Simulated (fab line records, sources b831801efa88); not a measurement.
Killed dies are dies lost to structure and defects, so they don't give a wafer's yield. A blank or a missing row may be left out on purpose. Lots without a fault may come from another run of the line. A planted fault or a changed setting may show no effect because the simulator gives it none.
fab line records | flow sky130
record lots=13 wafers=39 last_day=51
route steps=708 shown FIELD_ISO@26 DNWELL@44 NWELL@71 VT_ADJUST_HVTP@92 PAD_OPEN@708
lots that met no fault: from a run of the same line without faults
start_h: hours from the record's first day to the start of the lot's first wafer shown | wait_h: hours since the lot's step before | " the same as in the row above | L1.1+2: a row that stands for several wafers | - no value, or no start given | * or withheld: withheld | < > ~ a bound
route shown NAME@n: a module of which the file shows steps, and the number in the route of the first | usual: mean/standard deviation of fault-free wafers | same: alike in all rows | chamber/n: place in a boat | sites: the reading at each site | _std_site: their standard deviation | _edge_site: outer sites' mean less inner sites' | radius_mm: how far each site lies from the wafer's centre | mask NAME#n: copy n | behind: the tool/chamber that last shaped the wafer | hold: why the lot was held/for how many hours/how that ended | device: the transistor (n, p or np) that didn't switch | end of line: the same wafers' tests at the end of the route | a step without rows: its recipe alone | killed: dies lost to structure and defects at the first sort, not the wafer's yield | map: a wafer's dies, x killed, . not, _ none there
set.NAME: the setting as run; set.NAME@STEP: as run at that earlier step | model.NAME: the simulator's own value behind a step, which no gauge read
steps of the route over a sample of lots; a table a step, a row a wafer
## steps
# step SKY_FIELD_ISO_THK_MEAS_25
# recipe reads=SiO2_of_FIELD_ISO_CVD_24
# usual FIELD_ISO_CVD_24_THK=597/5.7
# columns lot.wafer tool chamber start_h wait_h FIELD_ISO_CVD_24_THK[nm]
L581.1 film_metro-01 - 39.30 0.0 590
L581.3 " - " " 594
L581.5 " - " " 590
L582.2 film_metro-03 - 46.03 0.0 596
L582.5 " - " " 598
L582.6 " - " " 595
L583.3 film_metro-01 - 48.56 0.1 602
L583.4 " - " " 603
L583.5 " - " " 595
L584.2 film_metro-03 - 54.27 0.0 588
L584.3 " - " " 598
L584.6 " - " " 591
L585.3 film_metro-02 - 61.92 0.1 592
L585.5 " - " " 593
L585.6 " - " " 601
L590.1 film_metro-03 - 86.28 0.1 596
L590.5 " - " " 590
L590.6 " - " " 602
L595.2 film_metro-01 - 109.37 0.0 604
L595.3 " - " " 602
L595.4 " - " " 608
L597.3 film_metro-01 - 121.14 0.1 591
L597.5 " - " " 596
L597.6 " - " " 593
L598.1 film_metro-01 - 126.38 0.0 600
L598.3 " - " " 604
L598.6 " - " " 588
L600.1 film_metro-03 - 135.44 0.0 589
L600.3 " - " " 598
L600.5 " - " " 599
L601.1 film_metro-03 - 143.56 0.1 588
L601.3 " - " " 589
L601.6 " - " " 595
L602.2 film_metro-03 - 149.16 0.0 597
L602.5 " - " " 606
L602.6 " - " " 597
L603.4 film_metro-03 - 153.36 0.0 598
L603.5 " - " " 599
L603.6 " - " " 599
# step SKY_DNWELL_TW_MEAS_09
# usual DNWELL_TW=1118/6.8
# columns lot.wafer tool chamber start_h wait_h DNWELL_TW
L581.1 film_metro-01 - 62.70 0.1 1121
L581.3 " - " " 1123
L581.5 " - " " 1118
L582.2 film_metro-01 - 70.19 0.1 1114
L582.5 " - " " 1115
L582.6 " - " " 1113
L583.3 film_metro-04 - 72.57 0.1 1116
L583.4 " - " " 1117
L583.5 " - " " 1118
L584.2 film_metro-02 - 77.54 0.1 1121
L584.3 " - " " 1120
L584.6 " - " " 1124
L585.3 film_metro-04 - 85.20 0.1 1119
L585.5 " - " " 1120
L585.6 " - " " 1121
L590.1 film_metro-04 - 108.80 0.1 1109
L590.5 " - " " 1117
L590.6 " - " " 1117
L595.2 film_metro-04 - 133.21 0.1 1120
L595.3 " - " " 1117
L595.4 " - " " 1117
L597.3 film_metro-01 - 145.02 0.1 1103
L597.5 " - " " 1108
L597.6 " - " " 1103
L598.1 film_metro-04 - 151.40 0.1 1125
L598.3 " - " " 1124
L598.6 " - " " 1122
L600.1 film_metro-04 - 161.90 0.1 1127
L600.3 " - " " 1121
L600.5 " - " " 1121
L601.1 film_metro-02 - 174.08 0.1 1121
L601.3 " - " " 1120
L601.6 " - " " 1117
L602.2 film_metro-02 - 176.46 0.1 1115
L602.5 " - " " 1113
L602.6 " - " " 1112
L603.4 film_metro-01 - 180.26 0.1 1116
L603.5 " - " " 1120
L603.6 " - " " 1123
# step SKY_NWELL_COAT_18
# recipe spin_rpm=2000 resist_thk_nm=3000
# usual chill_plate_temp_C=23.00/0.099 dispense_pressure_kPa=47.2/1.5 spin_speed_rpm=2000.1/1.7
# columns lot.wafer tool chamber start_h wait_h chill_plate_temp_C dispense_pressure_kPa spin_speed_rpm
L581.1 litho_track-03 0 107.50 0.1 22.98 45.6 1997.6
L581.3 " 0 " " 22.82 45.6 2000.4
L581.5 " 0 " " 22.96 45.6 2001.2
L582.2 litho_track-04 0 114.83 0.1 22.85 48.7 2001.2
L582.5 " 0 " " 22.87 48.7 2002.4
L582.6 " 0 " " 22.94 48.8 1997.8
L583.3 litho_track-04 0 118.20 0.1 22.97 48.8 2001.3
L583.4 " 0 " " 22.92 48.7 1997.7
L583.5 " 0 " " 22.86 48.7 1998.3
L584.2 litho_track-04 - 124.43 0.1 - - -
L584.3 " - " " - - -
L584.6 " - " " - - -
L585.3 litho_track-03 - 132.65 0.1 - - -
L585.5 " - " " - - -
L585.6 " - " " - - -
L590.1 litho_track-02 0 158.13 0.1 23.01 48.0 2000.2
L590.5 " 0 " " 23.05 47.9 2000.7
L590.6 " 0 " " 23.04 47.9 1999.6
L595.2 litho_track-03 0 185.22 0.1 22.98 45.6 2000.4
L595.3 " 0 " " 23.10 45.6 2001.6
L595.4 " 0 " " 23.07 45.6 1998.9
L597.3 litho_track-04 0 197.85 0.1 23.01 48.7 2002.0
L597.5 " 0 " " 23.01 48.7 2002.1
L597.6 " 0 " " 22.99 48.7 2000.0
L598.1 litho_track-04 0 203.60 0.1 22.94 48.7 2000.4
L598.3 " 0 " " 22.91 48.7 1997.6
L598.6 " 0 " " 22.92 48.7 2003.0
L600.1 litho_track-03 0 216.95 0.1 22.78 45.6 1999.0
L600.3 " 0 " " 22.90 45.6 2000.0
L600.5 " 0 " " 22.91 45.6 1999.0
L601.1 litho_track-03 0 230.80 0.1 23.00 45.6 2000.3
L601.3 " 0 " " 22.81 45.6 2000.0
L601.6 " 0 " " 23.06 45.6 1997.6
L602.2 litho_track-03 0 233.37 0.1 22.92 45.6 2001.7
L602.5 " 0 " " 23.08 45.6 2001.4
L602.6 " 0 " " 23.13 45.6 1999.6
L603.4 litho_track-04 0 237.03 0.1 23.21 48.7 1999.8
L603.5 " 0 " " 23.10 48.7 1998.6
L603.6 " 0 " " 23.06 48.7 1997.3
# step SKY_NWELL_OVL_MEAS_23
# usual NWELL_01_OVL=0.8/1.4
# columns lot.wafer tool chamber start_h wait_h NWELL_01_OVL[nm]
L581.1 overlay-02 - 117.53 - 1.2
L581.3 " - " " 1.5
L581.5 " - " " 0.9
L582.2 overlay-02 - 125.11 - 0.6
L582.5 " - " " 0.2
L582.6 " - " " -0.5
L583.3 overlay-02 - 127.99 - -0.7
L583.4 " - " " -0.5
L583.5 " - " " -0.2
L584.2 overlay-02 - 133.66 - -
L584.3 " - " " -
L584.6 " - " " -
L585.3 overlay-02 - 143.02 - -
L585.5 " - " " -
L585.6 " - " " -
L590.1 overlay-02 - 168.54 - 3.1
L590.5 " - " " 2.3
L590.6 " - " " 1.8
L595.2 overlay-02 - 196.26 - -1.0
L595.3 " - " " 0.1
L595.4 " - " " 1.5
L597.3 overlay-01 - 209.66 - -2.1
L597.5 " - " " -1.6
L597.6 " - " " -2.2
L598.1 overlay-01 - 215.40 - 2.4
L598.3 " - " " 0.5
L598.6 " - " " 1.0
L600.1 overlay-01 - 227.80 - 1.0
L600.3 " - " " -1.6
L600.5 " - " " -0.9
L601.1 overlay-01 - 242.30 - -0.7
L601.3 " - " " -1.4
L601.6 " - " " -1.7
L602.2 overlay-02 - 244.51 - 0.6
L602.5 " - " " 2.1
L602.6 " - " " 2.6
L603.4 overlay-02 - 248.92 - 1.3
L603.5 " - " " 0.4
L603.6 " - " " 1.2
# step SKY_VT_ADJUST_HVTP_CD_MEAS_07
# recipe target_cd_nm=380
# usual cd_nm=379.2/2.2
# columns lot.wafer tool chamber start_h wait_h cd_nm
L581.1 cd_sem-01 - 137.90 0.1 379.3
L581.3 " - " " 378.4
L581.5 " - " " 375.8
L582.2 cd_sem-02 - 145.37 0.1 382.4
L582.5 " - " " 382.6
L582.6 " - " " 381.7
L583.3 cd_sem-01 - 148.54 0.1 378.0
L583.4 " - " " 377.8
L583.5 " - " " 380.4
L584.2 cd_sem-02 - 153.72 0.1 376.5
L584.3 " - " " 379.3
L584.6 " - " " 378.3
L585.3 cd_sem-01 - 163.39 0.1 381.5
L585.5 " - " " 384.2
L585.6 " - " " 381.6
L590.1 cd_sem-01 - 191.00 0.1 379.5
L590.5 " - " " 380.4
L590.6 " - " " 379.6
L595.2 cd_sem-01 - 219.52 0.1 376.5
L595.3 " - " " 377.3
L595.4 " - " " 382.5
L597.3 cd_sem-02 - 233.29 0.1 376.9
L597.5 " - " " 379.0
L597.6 " - " " 379.0
L598.1 cd_sem-01 - 238.20 0.1 380.4
L598.3 " - " " 378.7
L598.6 " - " " 380.9
L600.1 cd_sem-02 - 251.35 0.1 381.3
L600.3 " - " " 381.2
L600.5 " - " " 378.5
L601.1 cd_sem-01 - 266.60 0.1 376.0
L601.3 " - " " 376.5
L601.6 " - " " 376.0
L602.2 cd_sem-02 - 268.82 0.1 378.1
L602.5 " - " " 380.0
L602.6 " - " " 380.5
L603.4 cd_sem-01 - 273.81 0.1 376.6
L603.5 " - " " 374.8
L603.6 " - " " 375.9
# step SKY_PAD_OPEN_PROBE_99
# usual killed_at_M0_to_M3=43/7.5 killed_at_M4_up=3.2/1.9 killed_at_contacts=24/5.6 killed_at_front_end=15/4.8 killed_at_other=0.2/0.54 killed_dies=86/11 killed_on_rim=17/3.6 killed_open=47/7.6 killed_short=39/7.1
# same gross_dies=492 killed_at_back_side=0
# columns lot.wafer tool chamber start_h wait_h killed_at_M0_to_M3 killed_at_M4_up killed_at_contacts killed_at_front_end killed_at_other killed_dies killed_on_rim killed_open killed_short
L581.1 prober-02 - 1106.79 0.1 44 2 17 15 1 79 15 43 36
L581.3 prober-02 - 1106.89 0.2 34 1 18 12 2 67 12 38 29
L581.5 prober-02 - 1106.99 0.2 46 2 26 11 0 85 12 48 37
L583.3 prober-02 - 1118.65 0.2 42 6 28 11 1 88 18 52 36
L583.4 prober-02 - 1118.70 0.2 50 2 32 20 0 104 24 60 44
L583.5 prober-02 - 1118.75 0.2 46 7 24 18 0 95 14 57 38
L582.2 prober-01 - 1118.70 0.1 48 6 22 12 0 88 15 44 44
L582.5 prober-01 - 1118.85 0.2 42 1 24 17 1 85 23 44 41
L582.6 prober-01 - 1118.90 0.2 46 0 23 15 0 84 19 46 38
L584.2 prober-02 - 1127.85 0.1 35 3 26 428 0 492 96 40 34
L584.3 prober-02 - 1127.90 0.2 48 3 27 414 0 492 96 43 51
L584.6 prober-02 - 1128.05 0.2 41 3 24 424 0 492 96 46 39
L585.3 prober-01 - 1131.03 0.2 41 3 22 426 0 492 96 37 40
L585.5 prober-01 - 1131.13 0.2 38 5 20 427 2 492 96 40 41
L585.6 prober-01 - 1131.18 0.2 42 9 22 418 1 492 96 43 37
L590.1 prober-02 - 1156.88 0.1 49 3 24 18 0 94 22 56 38
L590.5 prober-02 - 1157.08 0.2 50 8 20 24 0 102 14 51 51
L590.6 prober-02 - 1157.13 0.2 50 3 30 17 0 100 24 46 54
L595.2 prober-01 - 1180.80 0.1 41 4 23 9 0 77 21 34 43
L595.3 prober-01 - 1180.85 0.2 60 7 26 14 0 107 24 56 51
L595.4 prober-01 - 1180.90 0.2 39 3 22 14 0 78 12 43 35
L597.3 prober-01 - 1190.91 0.2 47 2 28 20 0 97 18 63 34
L597.5 prober-01 - 1191.01 0.2 48 2 34 17 1 102 23 52 50
L597.6 prober-01 - 1191.06 0.2 54 2 18 14 0 88 22 54 34
L598.1 prober-02 - 1193.11 0.1 41 3 26 18 1 89 19 48 41
L598.3 prober-02 - 1193.21 0.2 40 2 37 17 0 96 17 51 45
L598.6 prober-02 - 1193.36 0.2 29 2 21 21 0 73 14 35 38
L600.1 prober-02 - 1203.77 0.1 42 4 19 21 0 86 16 55 31
L600.3 prober-02 - 1203.87 0.2 45 6 31 26 0 108 19 47 61
L600.5 prober-02 - 1203.97 0.2 44 2 27 11 0 84 16 51 33
L601.1 prober-01 - 1214.21 0.1 38 3 21 27 0 89 16 50 39
L601.3 prober-01 - 1214.31 0.2 33 4 18 14 1 70 16 36 34
L601.6 prober-01 - 1214.46 0.2 47 1 26 20 0 94 15 45 49
L602.2 prober-02 - 1215.06 0.1 46 2 25 21 0 94 19 51 43
L602.5 prober-02 - 1215.21 0.2 44 3 25 17 0 89 20 55 34
L602.6 prober-02 - 1215.26 0.2 56 1 24 19 1 101 21 45 56
L603.4 prober-01 - 1219.53 0.2 44 3 25 15 1 88 19 43 45
L603.5 prober-01 - 1219.58 0.2 55 1 16 9 0 81 14 40 41
L603.6 prober-01 - 1219.63 0.2 45 0 15 10 0 70 13 32 38
# killed by level:class
L581.1 VIA1:geometric_particle:open=10 METAL1:geometric_particle:short=9 VIA2:geometric_particle:open=7 POLY_GATE:geometric_particle:short=6 LI_CONTACT:geometric_particle:open=6 VIA3:geometric_particle:open=6 LOCAL_INTERCONNECT:geometric_particle:short=5 VIA1:geometric_particle:short=5
L581.3 CONTACT:geometric_particle:open=8 METAL2:geometric_particle:short=6 VIA1:geometric_particle:open=5 VIA2:geometric_particle:open=5 VIA1:geometric_particle:short=5 FIELD_ISO:geometric_particle:short=4 FIELD_ISO:geometric_particle:open=4 METAL1:geometric_particle:short=4
L581.5 VIA3:geometric_particle:open=9 CONTACT:geometric_particle:open=9 VIA1:geometric_particle:open=8 METAL3:geometric_particle:short=8 LI_CONTACT:geometric_particle:open=6 LOCAL_INTERCONNECT:geometric_particle:short=5 METAL2:geometric_particle:short=5 POLY_GATE:geometric_particle:open=4
L583.3 VIA1:geometric_particle:open=14 CONTACT:geometric_particle:open=12 LI_CONTACT:geometric_particle:open=7 VIA3:geometric_particle:open=7 METAL4:geometric_particle:short=6 CONTACT:geometric_particle:short=5 POLY_GATE:geometric_particle:open=4 METAL2:geometric_particle:short=4
L582.2 VIA1:geometric_particle:open=10 CONTACT:geometric_particle:open=7 VIA3:geometric_particle:open=7 METAL3:geometric_particle:short=7 LI_CONTACT:geometric_particle:open=6 FIELD_ISO:geometric_particle:short=5 VIA2:geometric_particle:open=5 METAL4:geometric_particle:short=5
L583.4 VIA1:geometric_particle:open=15 CONTACT:geometric_particle:open=11 LI_CONTACT:geometric_particle:open=8 VIA3:geometric_particle:open=7 VIA3:geometric_particle:short=6 POLY_GATE:geometric_particle:short=5 CONTACT:geometric_particle:short=5 VIA2:geometric_particle:short=5
L583.5 VIA1:geometric_particle:open=9 VIA2:geometric_particle:open=9 VIA3:geometric_particle:open=8 CONTACT:geometric_particle:open=8 FIELD_ISO:geometric_particle:open=7 VIA1:geometric_particle:short=7 CONTACT:geometric_particle:short=6 METAL4:geometric_particle:short=5
L582.5 VIA1:geometric_particle:open=13 CONTACT:geometric_particle:open=7 VIA3:geometric_particle:open=6 POLY_GATE:geometric_particle:open=6 LI_CONTACT:geometric_particle:open=6 LOCAL_INTERCONNECT:geometric_particle:short=6 METAL2:geometric_particle:short=6 FIELD_ISO:geometric_particle:short=4
L582.6 VIA1:geometric_particle:open=14 CONTACT:geometric_particle:open=9 CONTACT:geometric_particle:short=7 VIA1:geometric_particle:short=7 METAL3:geometric_particle:short=7 POLY_GATE:geometric_particle:open=5 LI_CONTACT:geometric_particle:open=5 VIA3:geometric_particle:open=4
L584.2 NWELL:area_expose=418 VIA1:geometric_particle:open=9 CONTACT:geometric_particle:open=8 LI_CONTACT:geometric_particle:open=7 CONTACT:geometric_particle:short=6 VIA2:geometric_particle:short=5 VIA3:geometric_particle:open=4 VIA2:geometric_particle:open=4
L584.3 NWELL:area_expose=398 CONTACT:geometric_particle:open=10 VIA1:geometric_particle:short=9 LI_CONTACT:geometric_particle:open=9 VIA3:geometric_particle:open=9 METAL2:geometric_particle:short=7 FIELD_ISO:geometric_particle:short=6 VIA1:geometric_particle:open=6
L584.6 NWELL:area_expose=407 VIA1:geometric_particle:open=9 VIA2:geometric_particle:open=8 LI_CONTACT:geometric_particle:open=6 CONTACT:geometric_particle:short=6 FIELD_ISO:geometric_particle:short=5 VIA1:geometric_particle:short=5 POLY_GATE:geometric_particle:open=5
L585.3 NWELL:area_expose=415 CONTACT:geometric_particle:open=10 VIA3:geometric_particle:open=8 VIA1:geometric_particle:open=8 METAL2:geometric_particle:short=5 METAL3:geometric_particle:short=5 METAL1:geometric_particle:short=4 POLY_GATE:geometric_particle:short=4
L585.5 NWELL:area_expose=411 VIA3:geometric_particle:open=8 METAL3:geometric_particle:short=6 LI_CONTACT:geometric_particle:open=6 VIA1:geometric_particle:open=6 FIELD_ISO:geometric_particle:short=5 CONTACT:geometric_particle:short=5 VIA1:geometric_particle:short=5
L585.6 NWELL:area_expose=412 VIA1:geometric_particle:open=10 LI_CONTACT:geometric_particle:open=8 CONTACT:geometric_particle:open=6 VIA3:geometric_particle:short=6 VIA3:geometric_particle:open=6 METAL4:geometric_particle:short=6 METAL2:geometric_particle:short=5
L590.1 METAL1:geometric_particle:short=11 VIA1:geometric_particle:open=11 CONTACT:geometric_particle:open=9 LI_CONTACT:geometric_particle:open=8 VIA3:geometric_particle:open=6 FIELD_ISO:geometric_particle:open=5 METAL2:geometric_particle:short=5 VIA2:geometric_particle:open=5
L590.5 VIA1:geometric_particle:open=12 FIELD_ISO:geometric_particle:open=8 METAL2:geometric_particle:short=8 VIA3:geometric_particle:open=8 FIELD_ISO:geometric_particle:short=6 POLY_GATE:geometric_particle:short=6 CONTACT:geometric_particle:open=6 METAL3:geometric_particle:short=5
L590.6 METAL2:geometric_particle:short=9 VIA3:geometric_particle:open=9 VIA1:geometric_particle:open=8 CONTACT:geometric_particle:open=7 METAL1:geometric_particle:short=7 FIELD_ISO:geometric_particle:open=6 LI_CONTACT:geometric_particle:open=6 CONTACT:geometric_particle:short=6
L595.2 CONTACT:geometric_particle:open=9 VIA1:geometric_particle:open=7 CONTACT:geometric_particle:short=6 METAL1:geometric_particle:short=6 VIA2:geometric_particle:short=6 METAL2:geometric_particle:short=5 VIA2:geometric_particle:open=5 VIA1:geometric_particle:short=4
L595.3 VIA1:geometric_particle:open=14 VIA3:geometric_particle:open=9 VIA2:geometric_particle:open=7 LI_CONTACT:geometric_particle:open=7 METAL2:geometric_particle:short=7 LOCAL_INTERCONNECT:geometric_particle:short=6 VIA1:geometric_particle:short=6 METAL1:geometric_particle:short=6
L595.4 METAL1:geometric_particle:short=9 LI_CONTACT:geometric_particle:open=8 CONTACT:geometric_particle:open=8 VIA2:geometric_particle:open=7 FIELD_ISO:geometric_particle:open=6 VIA1:geometric_particle:open=6 VIA3:geometric_particle:open=5 LOCAL_INTERCONNECT:geometric_particle:short=4
L597.3 CONTACT:geometric_particle:open=11 LI_CONTACT:geometric_particle:open=10 VIA2:geometric_particle:open=10 VIA1:geometric_particle:open=10 FIELD_ISO:geometric_particle:open=7 METAL2:geometric_particle:short=7 VIA3:geometric_particle:open=7 FIELD_ISO:geometric_particle:short=6
L597.5 CONTACT:geometric_particle:open=14 VIA3:geometric_particle:open=11 LI_CONTACT:geometric_particle:open=9 VIA1:geometric_particle:short=8 METAL2:geometric_particle:short=6 FIELD_ISO:geometric_particle:short=5 CONTACT:geometric_particle:short=5 VIA1:geometric_particle:open=5
L597.6 VIA1:geometric_particle:open=19 VIA3:geometric_particle:open=6 LI_CONTACT:geometric_particle:open=5 VIA1:geometric_particle:short=5 FIELD_ISO:geometric_particle:open=4 LOCAL_INTERCONNECT:geometric_particle:short=4 CONTACT:geometric_particle:open=4 METAL1:geometric_particle:short=4
L598.1 CONTACT:geometric_particle:open=14 FIELD_ISO:geometric_particle:open=7 METAL3:geometric_particle:short=7 VIA1:geometric_particle:open=7 METAL1:geometric_particle:short=6 VIA2:geometric_particle:open=6 POLY_GATE:geometric_particle:short=4 LI_CONTACT:geometric_particle:open=4
L598.3 CONTACT:geometric_particle:open=14 VIA1:geometric_particle:open=11 LOCAL_INTERCONNECT:geometric_particle:short=7 CONTACT:geometric_particle:short=7 LI_CONTACT:geometric_particle:open=6 POLY_GATE:geometric_particle:short=5 METAL1:geometric_particle:short=5 FIELD_ISO:geometric_particle:open=4
L598.6 CONTACT:geometric_particle:open=6 VIA1:geometric_particle:open=6 FIELD_ISO:geometric_particle:short=5 POLY_GATE:geometric_particle:open=5 LI_CONTACT:geometric_particle:open=5 VIA1:geometric_particle:short=5 SPACER:geometric_particle:short=4 LI_CONTACT:geometric_particle:short=4
L600.1 VIA1:geometric_particle:open=12 POLY_GATE:geometric_particle:open=8 CONTACT:geometric_particle:open=7 VIA3:geometric_particle:open=7 VIA2:geometric_particle:open=6 FIELD_ISO:geometric_particle:short=4 FIELD_ISO:geometric_particle:open=4 LI_CONTACT:geometric_particle:open=4
L600.3 LI_CONTACT:geometric_particle:open=12 POLY_GATE:geometric_particle:short=8 METAL1:geometric_particle:short=8 FIELD_ISO:geometric_particle:short=7 VIA1:geometric_particle:open=7 CONTACT:geometric_particle:open=7 POLY_GATE:geometric_particle:open=5 VIA3:geometric_particle:open=5
L600.5 VIA1:geometric_particle:open=14 CONTACT:geometric_particle:open=12 LI_CONTACT:geometric_particle:open=7 VIA2:geometric_particle:open=6 CONTACT:geometric_particle:short=5 METAL1:geometric_particle:short=4 VIA1:geometric_particle:short=4 METAL1:geometric_particle:open=3
L601.1 VIA1:geometric_particle:open=11 POLY_GATE:geometric_particle:short=9 FIELD_ISO:geometric_particle:open=7 CONTACT:geometric_particle:open=7 VIA1:geometric_particle:short=6 VIA2:geometric_particle:open=5 POLY_GATE:geometric_particle:open=5 LI_CONTACT:geometric_particle:open=5
L601.3 CONTACT:geometric_particle:open=6 METAL1:geometric_particle:short=6 VIA1:geometric_particle:open=6 FIELD_ISO:geometric_particle:open=5 FIELD_ISO:geometric_particle:short=5 LI_CONTACT:geometric_particle:open=5 VIA2:geometric_particle:open=5 METAL2:geometric_particle:short=4
L601.6 VIA1:geometric_particle:open=13 CONTACT:geometric_particle:open=13 METAL1:geometric_particle:short=10 FIELD_ISO:geometric_particle:short=8 POLY_GATE:geometric_particle:short=7 LI_CONTACT:geometric_particle:open=7 METAL2:geometric_particle:short=6 VIA3:geometric_particle:open=6
L602.2 VIA1:geometric_particle:open=13 LI_CONTACT:geometric_particle:short=7 POLY_GATE:geometric_particle:open=7 FIELD_ISO:geometric_particle:open=6 VIA2:geometric_particle:open=6 CONTACT:geometric_particle:open=6 METAL2:geometric_particle:short=6 FIELD_ISO:geometric_particle:short=5
L602.5 VIA1:geometric_particle:open=15 LI_CONTACT:geometric_particle:open=10 FIELD_ISO:geometric_particle:short=9 CONTACT:geometric_particle:open=7 VIA3:geometric_particle:open=7 METAL2:geometric_particle:short=5 VIA1:geometric_particle:short=5 METAL1:geometric_particle:short=4
L602.6 VIA1:geometric_particle:open=13 CONTACT:geometric_particle:open=12 METAL2:geometric_particle:short=10 FIELD_ISO:geometric_particle:short=8 VIA1:geometric_particle:short=8 VIA2:geometric_particle:open=7 LI_CONTACT:geometric_particle:short=5 METAL1:geometric_particle:short=5
L603.4 CONTACT:geometric_particle:open=9 VIA1:geometric_particle:open=9 VIA3:geometric_particle:open=9 METAL2:geometric_particle:short=7 CONTACT:geometric_particle:short=6 FIELD_ISO:geometric_particle:short=5 LOCAL_INTERCONNECT:geometric_particle:short=5 METAL1:geometric_particle:short=5
L603.5 VIA1:geometric_particle:open=14 VIA3:geometric_particle:open=8 METAL1:geometric_particle:short=8 CONTACT:geometric_particle:short=6 CONTACT:geometric_particle:open=6 VIA1:geometric_particle:short=6 METAL2:geometric_particle:short=4 VIA2:geometric_particle:short=4
L603.6 VIA1:geometric_particle:open=10 METAL1:geometric_particle:short=8 VIA1:geometric_particle:short=8 CONTACT:geometric_particle:open=6 METAL2:geometric_particle:short=5 FIELD_ISO:geometric_particle:short=4 METAL1:geometric_particle:open=3 LOCAL_INTERCONNECT:geometric_particle:short=3
## key
first_sign step=SKY_NWELL_COAT_18 reading=tool_record direction=missing
effect step=SKY_NWELL_OVL_MEAS_23 reading=NWELL_01_OVL direction=missing
effect step=SKY_PAD_OPEN_PROBE_99 reading=killed_at_front_end direction=up sigmas=86 usual=15 struck=423
more_kills_born_at SKY_NWELL_EXPOSE_20@iline_stepper-02=1238 SKY_NWELL_EXPOSE_20@iline_stepper-01=1223
met_at SKY_NWELL_COAT_18
struck_lots L584,L585
tester_left_out L584,L585
not_acting_at SKY_FIELD_ISO_THK_MEAS_25,SKY_DNWELL_TW_MEAS_09,SKY_VT_ADJUST_HVTP_CD_MEAS_07
onset_between 118.20 124.43
fault kind=skipped_step_whole tool=litho_track-03,litho_track-04 chamber=- onset_h=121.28 steps=SKY_NWELL_COAT_18 scope=struck_lots_only
# tester_left_out: of these lots the tester's yield and bins aren't shown, on N5 and GAA mostly nor the transistor test; their killed dies are dies lost to structure and defects alone, not to doping, threshold or leakage, so they don't give the yield
